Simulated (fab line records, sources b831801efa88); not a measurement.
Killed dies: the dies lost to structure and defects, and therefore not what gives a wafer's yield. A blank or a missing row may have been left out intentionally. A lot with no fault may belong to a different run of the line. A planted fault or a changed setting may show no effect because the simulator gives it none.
A struck lot beside a sound one -- flow gf180mcu -- 15 out of 602 route steps
Sound: these wafers, L354.2, L354.3, L354.4. The struck wafers were L359.4, L359.5, L359.6. The cause is named last.
For every step that has rows: the tool of each side, followed by ch and its chambers, followed by its first start. Under that, the readings that differ: sound wafers -- struck wafers -- difference of the means -- sigmas: that difference in standard deviations of wafers without a fault.
alike: readings whose means differ by less than 2 such deviations, and words and numbers that are the same on both sides. not compared: withheld readings, readings that some wafer has no value for, bounds like >300 that may hide the same value, and numbers for which the record gives no deviation and whose values overlap.
Wherever a step has rows on one side only, a row that says differs or no value, or a row with sigmas, the two part there. When numbers do not overlap yet have no deviation, they are printed without sigmas and do not part them. A reading missing from all wafers of one side parts the sides only when that side holds two or more wafers.

GF_HV_LDD_CD_MEAS_46 targets a cd of 400 nm.
  sound: cd_sem-02 at day 17 08:02; struck: cd_sem-02 at day 18 22:15
  alike: cd_nm
GF_HV_LDD_OVL_MEAS_47:
  sound: overlay-01 at day 17 08:08; struck: overlay-02 at day 18 22:19
  alike: HV_LDD_03_OVL
following that, these wafers have no rows for 1 step: GF_HV_LDD_IMPLANT_48.
GF_HV_LDD_STRIP_49: strips in O2/N2.
  sound on plasma_asher-04 ch 0,1, day 17 08:19; struck on plasma_asher-03 ch 0,1, day 18 22:32
  alike: drypump_motor_current_A, heater_power_w, oes_product_au, strip_time_to_endpoint_s
  not compared: rf_hours_counter_h
GF_HV_LDD_TW_MEAS_50:
  sound: film_metro-02 at day 17 08:26; struck: film_metro-04 at day 18 22:37
  alike: HV_LDD_4_TW
then, 1 step without rows for these wafers: GF_HV_LDD_CLEAN_51 (cleans in SC1/SC2, time 150 s).
GF_HV_LDD_RTA_52: time 10 s.
  sound on rtp_anneal-01 ch 0, day 17 08:32; struck on rtp_anneal-01 ch 0, day 18 22:44
  alike: lamp_power_pct, wafer_temp_C_max
GF_HV_LDD_RS_MEAS_53: the measuring method here is four-point-probe.
  sound: film_metro-01 at day 17 08:37; struck: film_metro-01 at day 18 22:50
  alike: HV_LDD_RS
then, 1 step without rows for these wafers: GF_HV_LDD_CVD_54 (deposits SiO2 from TEOS, target thk 10 nm, time 75 s).
GF_HV_LDD_THK_MEAS_55:
  sound: film_metro-04 at day 17 10:16; struck: film_metro-04 at day 18 23:56
  alike: HV_LDD_CVD_54_THK
then, 1 step without rows for these wafers: GF_HV_LDD_CVD_56 (deposits Si3N4 from DCS/NH3, target thk 90 nm, time 1543 s).
GF_HV_LDD_THK_MEAS_57:
  sound: film_metro-01 at day 17 12:28; struck: film_metro-04 at day 19 01:26
  alike: HV_LDD_CVD_56_THK
GF_HV_LDD_ETCHBACK_58: etches Si3N4 in CH3F/O2, stops on SiO2, time 100 s, target depth 90 nm.
  sound on rie_diel-03 ch 0,1,3, day 17 12:31; struck on rie_diel-02 ch 0,1,2, day 19 01:28
reading,sound,struck,difference,sigmas
rf_fwd_power_W (W),399.4 399.6 398.6,334.3 333.8 334.3,-65.1,-43
  alike: O2_flow_sccm, drypump_motor_current_A, oes_product_au, throttle_valve_pct
  not compared: rf_hours_counter_h
then, 2 steps without rows for these wafers: GF_NSD_DEHYDRATE_00 (time 60 s); GF_PASSIVATION_PROBE_99.

## WHERE THEY PART
Within this record, at GF_HV_LDD_ETCHBACK_58 only.

WHY: whatever the simulator had introduced
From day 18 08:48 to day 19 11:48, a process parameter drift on rie_diel-02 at GF_HV_LDD_ETCHBACK_58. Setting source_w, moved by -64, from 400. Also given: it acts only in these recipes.
